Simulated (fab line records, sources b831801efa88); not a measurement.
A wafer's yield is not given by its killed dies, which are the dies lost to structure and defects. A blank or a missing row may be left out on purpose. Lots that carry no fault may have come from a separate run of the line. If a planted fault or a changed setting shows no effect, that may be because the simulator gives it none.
What tool caused it? || flow sky130 || 12 lots, 36 wafers sampled, at 5 steps of a route of 708

== WHAT THE GAUGES READ, wafer by wafer ==
SKY_NWELL_TW_MEAS_15.
{"lot": "L466", "measured": "day 4 13:25", "on": "film-metro-02", "NWELL_TW": "1789 1801 1791"}
{"lot": "L468", "measured": "day 5 09:23", "on": "film-metro-04", "NWELL_TW": "1827 1826 1821"}
{"lot": "L469", "measured": "day 5 18:38", "on": "film-metro-02", "NWELL_TW": "1809 1821 1815"}
{"lot": "L474", "measured": "day 6 13:28", "on": "film-metro-03", "NWELL_TW": "1819 1826 1828"}
{"lot": "L475", "measured": "day 6 23:15", "on": "film-metro-04", "NWELL_TW": "1817 1818 1822"}
{"lot": "L476", "measured": "day 7 05:38", "on": "film-metro-03", "NWELL_TW": "1838 1845 1846"}
{"lot": "L477", "measured": "day 7 05:58", "on": "film-metro-02", "NWELL_TW": "1806 1790 1807"}
{"lot": "L484", "measured": "day 9 13:34", "on": "film-metro-02", "NWELL_TW": "1814 1801 1796"}
{"lot": "L485", "measured": "day 9 23:37", "on": "film-metro-04", "NWELL_TW": "1822 1829 1838"}
{"lot": "L487", "measured": "day 10 04:37", "on": "film-metro-02", "NWELL_TW": "1808 1793 1796"}
{"lot": "L488", "measured": "day 10 06:11", "on": "film-metro-02", "NWELL_TW": "1795 1808 1796"}
{"lot": "L489", "measured": "day 10 10:12", "on": "film-metro-03", "NWELL_TW": "1828 1841 1835"}

SKY_VT_ADJUST_LVTN_TW_MEAS_10.
{"lot": "L466", "measured": "day 6 19:29", "on": "film-metro-01", "VT_ADJUST_LVTN_TW": "241.2 238.8 239.8"}
{"lot": "L468", "measured": "day 7 16:23", "on": "film-metro-01", "VT_ADJUST_LVTN_TW": "241.0 239.9 240.5"}
{"lot": "L469", "measured": "day 8 02:16", "on": "film-metro-01", "VT_ADJUST_LVTN_TW": "239.8 239.8 240.2"}
{"lot": "L474", "measured": "day 9 01:03", "on": "film-metro-04", "VT_ADJUST_LVTN_TW": "242.5 243.7 244.0"}
{"lot": "L475", "measured": "day 9 13:39", "on": "film-metro-01", "VT_ADJUST_LVTN_TW": "242.9 241.7 242.9"}
{"lot": "L476", "measured": "day 9 21:20", "on": "film-metro-03", "VT_ADJUST_LVTN_TW": "242.6 243.2 244.1"}
{"lot": "L477", "measured": "day 9 21:22", "on": "film-metro-04", "VT_ADJUST_LVTN_TW": "242.5 242.4 243.4"}
{"lot": "L484", "measured": "day 12 12:28", "on": "film-metro-03", "VT_ADJUST_LVTN_TW": "243.6 241.7 242.7"}
{"lot": "L485", "measured": "day 12 23:34", "on": "film-metro-04", "VT_ADJUST_LVTN_TW": "240.0 239.8 240.9"}
{"lot": "L487", "measured": "day 13 04:11", "on": "film-metro-04", "VT_ADJUST_LVTN_TW": "243.4 242.9 244.6"}
{"lot": "L488", "measured": "day 13 07:32", "on": "film-metro-01", "VT_ADJUST_LVTN_TW": "241.7 240.0 242.3"}
{"lot": "L489", "measured": "day 13 12:09", "on": "film-metro-04", "VT_ADJUST_LVTN_TW": "243.0 242.6 243.0"}

SKY_VT_ADJUST_NCORE_TW_MEAS_11.
{"lot": "L466", "measured": "day 8 11:53", "on": "film-metro-01", "VT_ADJUST_NCORE_TW": "217.7 218.4 218.9"}
{"lot": "L468", "measured": "day 9 11:05", "on": "film-metro-01", "VT_ADJUST_NCORE_TW": "219.5 219.1 219.3"}
{"lot": "L469", "measured": "day 9 21:42", "on": "film-metro-01", "VT_ADJUST_NCORE_TW": "220.5 220.9 219.5"}
{"lot": "L474", "measured": "day 10 22:00", "on": "film-metro-03", "VT_ADJUST_NCORE_TW": "220.7 221.9 220.3"}
{"lot": "L475", "measured": "day 11 10:56", "on": "film-metro-01", "VT_ADJUST_NCORE_TW": "216.7 216.0 218.4"}
{"lot": "L476", "measured": "day 11 19:39", "on": "film-metro-02", "VT_ADJUST_NCORE_TW": "218.1 218.8 217.5"}
{"lot": "L477", "measured": "day 11 20:05", "on": "film-metro-02", "VT_ADJUST_NCORE_TW": "217.3 217.2 215.9"}
{"lot": "L484", "measured": "day 14 16:17", "on": "film-metro-01", "VT_ADJUST_NCORE_TW": "205.8 205.2 206.0"}
{"lot": "L485", "measured": "day 15 05:28", "on": "film-metro-01", "VT_ADJUST_NCORE_TW": "204.3 204.8 204.2"}
{"lot": "L487", "measured": "day 15 08:05", "on": "film-metro-03", "VT_ADJUST_NCORE_TW": "220.6 220.8 220.9"}
{"lot": "L488", "measured": "day 15 13:23", "on": "film-metro-03", "VT_ADJUST_NCORE_TW": "220.7 220.7 220.7"}
{"lot": "L489", "measured": "day 15 18:49", "on": "film-metro-03", "VT_ADJUST_NCORE_TW": "220.6 220.2 220.6"}

== WHICH TOOL RAN EACH LOT (tool, then ch and the chambers of the sampled wafers, then the start) ==
{"lot": "L466", "SKY_FIELD_ISO_ETCH_15": "rie-diel-03 ch 0,2,3, day 2 05:26", "SKY_VT_ADJUST_NCORE_IMPLANT_09": "implanter-02 ch 0, day 8 11:38"}
{"lot": "L468", "SKY_FIELD_ISO_ETCH_15": "rie-diel-02 ch 0,2, day 2 14:38", "SKY_VT_ADJUST_NCORE_IMPLANT_09": "implanter-04 ch 0, day 9 10:50"}
{"lot": "L469", "SKY_FIELD_ISO_ETCH_15": "rie-diel-03 ch 0,3, day 2 20:23", "SKY_VT_ADJUST_NCORE_IMPLANT_09": "implanter-03 ch 0, day 9 21:29"}
{"lot": "L474", "SKY_FIELD_ISO_ETCH_15": "rie-diel-02 ch 0,1, day 3 21:50", "SKY_VT_ADJUST_NCORE_IMPLANT_09": "implanter-03 ch 0, day 10 21:46"}
{"lot": "L475", "SKY_FIELD_ISO_ETCH_15": "rie-diel-03 ch 0,2,3, day 4 08:44", "SKY_VT_ADJUST_NCORE_IMPLANT_09": "implanter-03 ch 0, day 11 10:43"}
{"lot": "L476", "SKY_FIELD_ISO_ETCH_15": "rie-diel-02 ch 0,3, day 4 17:05", "SKY_VT_ADJUST_NCORE_IMPLANT_09": "implanter-03 ch 0, day 11 19:26"}
{"lot": "L477", "SKY_FIELD_ISO_ETCH_15": "rie-diel-01 ch 0,3, day 4 17:15", "SKY_VT_ADJUST_NCORE_IMPLANT_09": "implanter-02 ch 0, day 11 19:50"}
{"lot": "L484", "SKY_FIELD_ISO_ETCH_15": "rie-diel-02 ch 0,1,3, day 6 02:41", "SKY_VT_ADJUST_NCORE_IMPLANT_09": "implanter-03 ch 0, day 14 16:02"}
{"lot": "L485", "SKY_FIELD_ISO_ETCH_15": "rie-diel-02 ch 0,2,3, day 6 14:03", "SKY_VT_ADJUST_NCORE_IMPLANT_09": "implanter-03 ch 0, day 15 05:13"}
{"lot": "L487", "SKY_FIELD_ISO_ETCH_15": "rie-diel-02 ch 0,1,3, day 7 00:47", "SKY_VT_ADJUST_NCORE_IMPLANT_09": "implanter-04 ch 0, day 15 07:53"}
{"lot": "L488", "SKY_FIELD_ISO_ETCH_15": "rie-diel-01 ch 0,2,3, day 7 00:57", "SKY_VT_ADJUST_NCORE_IMPLANT_09": "implanter-04 ch 0, day 15 13:08"}
{"lot": "L489", "SKY_FIELD_ISO_ETCH_15": "rie-diel-03 ch 1,2, day 7 06:30", "SKY_VT_ADJUST_NCORE_IMPLANT_09": "implanter-04 ch 0, day 15 18:35"}
- SKY_FIELD_ISO_ETCH_15: etches the open film in CHF3/O2, stops on Si, target depth 180 nm, time 72 s.
- SKY_VT_ADJUST_NCORE_IMPLANT_09

== WHAT THE TOOLS THEMSELVES READ (means of the sampled wafers that have a number; where no wafer has one, the mark that the record gives instead) ==
SKY_FIELD_ISO_ETCH_15.
{"lot": "L466", "tool": "rie-diel-03", "drypump-motor-current-A (A)": 5.8, "oes-product-au (a.u.)": 0.939, "throttle-valve-pct (%)": 8.842}
{"lot": "L468", "tool": "rie-diel-02", "drypump-motor-current-A (A)": 5.5, "oes-product-au (a.u.)": 0.948, "throttle-valve-pct (%)": 8.846}
{"lot": "L469", "tool": "rie-diel-03", "drypump-motor-current-A (A)": 5.9, "oes-product-au (a.u.)": 0.954, "throttle-valve-pct (%)": 8.845}
{"lot": "L474", "tool": "rie-diel-02", "drypump-motor-current-A (A)": 5.8, "oes-product-au (a.u.)": 0.950, "throttle-valve-pct (%)": 8.847}
{"lot": "L475", "tool": "rie-diel-03", "drypump-motor-current-A (A)": 5.8, "oes-product-au (a.u.)": 0.949, "throttle-valve-pct (%)": 8.843}
{"lot": "L476", "tool": "rie-diel-02", "drypump-motor-current-A (A)": 5.1, "oes-product-au (a.u.)": 0.946, "throttle-valve-pct (%)": 8.847}
{"lot": "L477", "tool": "rie-diel-01", "drypump-motor-current-A (A)": 5.4, "oes-product-au (a.u.)": 0.942, "throttle-valve-pct (%)": 8.843}
{"lot": "L484", "tool": "rie-diel-02", "drypump-motor-current-A (A)": 5.4, "oes-product-au (a.u.)": 0.949, "throttle-valve-pct (%)": 8.845}
{"lot": "L485", "tool": "rie-diel-02", "drypump-motor-current-A (A)": 5.4, "oes-product-au (a.u.)": 0.943, "throttle-valve-pct (%)": 8.846}
{"lot": "L487", "tool": "rie-diel-02", "drypump-motor-current-A (A)": 5.4, "oes-product-au (a.u.)": 0.950, "throttle-valve-pct (%)": 8.843}
{"lot": "L488", "tool": "rie-diel-01", "drypump-motor-current-A (A)": 5.6, "oes-product-au (a.u.)": 0.948, "throttle-valve-pct (%)": 8.850}
{"lot": "L489", "tool": "rie-diel-03", "drypump-motor-current-A (A)": 5.9, "oes-product-au (a.u.)": 0.952, "throttle-valve-pct (%)": 8.846}

SKY_VT_ADJUST_NCORE_IMPLANT_09.
{"lot": "L466", "tool": "implanter-02", "beam-energy-keV": 10.002, "beam-on-s (s)": 9.94}
{"lot": "L468", "tool": "implanter-04", "beam-energy-keV": 10.001, "beam-on-s (s)": 9.95}
{"lot": "L469", "tool": "implanter-03", "beam-energy-keV": 9.998, "beam-on-s (s)": 9.95}
{"lot": "L474", "tool": "implanter-03", "beam-energy-keV": 9.998, "beam-on-s (s)": 10.10}
{"lot": "L475", "tool": "implanter-03", "beam-energy-keV": 9.995, "beam-on-s (s)": 9.94}
{"lot": "L476", "tool": "implanter-03", "beam-energy-keV": 10.000, "beam-on-s (s)": 9.96}
{"lot": "L477", "tool": "implanter-02", "beam-energy-keV": 9.998, "beam-on-s (s)": 10.03}
{"lot": "L484", "tool": "implanter-03", "beam-energy-keV": 7.644, "beam-on-s (s)": 9.98}
{"lot": "L485", "tool": "implanter-03", "beam-energy-keV": 7.647, "beam-on-s (s)": 9.77}
{"lot": "L487", "tool": "implanter-04", "beam-energy-keV": 9.999, "beam-on-s (s)": 10.06}
{"lot": "L488", "tool": "implanter-04", "beam-energy-keV": 9.998, "beam-on-s (s)": 10.03}
{"lot": "L489", "tool": "implanter-04", "beam-energy-keV": 10.000, "beam-on-s (s)": 9.97}

== THE ANSWER, worked out from the rows above alone ==
Rule: the lots themselves supply what counts as usual. Put in order of their means at a reading, lots are off if they are a third of the lots or fewer, leave a main group of 4 or more, and stand apart from it by a gap of 3 or more times the standard deviation of the main group's means; of several such gaps the widest counts. The tables above print the reading to a certain number of digits; a main group whose means all agree to those digits is not used. A lot without any number at a reading at which 4 lots or more have one is off too. The other lots that the step has rows for count as sound. Order of review: gauges by route order, followed by the tools' own readings, for which a lot's mean as printed above is used. At the first step where some lot is off, the reading lying furthest off is the one used; lots without a number count as furthest.
Off: L484, L485, seen at SKY_VT_ADJUST_NCORE_TW_MEAS_11 (VT_ADJUST_NCORE_TW). The main group: mean 219.3, standard deviation 1.5.
A tool fits if, at a process step before that reading, it ran every lot that is off, and no sound lot after the first of them. The gauges at SKY_VT_ADJUST_NCORE_TW_MEAS_11 aren't tried: what is off there is off at SKY_VT_ADJUST_NCORE_IMPLANT_09 too, on other tools, and a gauge's error can't cause that. One fits: implanter-03 at SKY_VT_ADJUST_NCORE_IMPLANT_09. A fault onset in the window from L476 (day 11 19:26, its last sound lot) to L484 (day 14 16:02, its first lot off) fits.
On the lots that are off, the tool's own readings at SKY_VT_ADJUST_NCORE_IMPLANT_09 differ by more than 5 times the standard deviation of the sound lots' means, which bears it out; beam-energy-keV reads 7.646 there versus 9.999 on the sound lots.

== WHAT THE SIMULATOR PUT IN ==
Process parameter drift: implanter-03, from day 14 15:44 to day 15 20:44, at SKY_VT_ADJUST_NCORE_IMPLANT_09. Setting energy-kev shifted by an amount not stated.
Struck lots among those shown: L484, L485. The rule above reached the same finding.
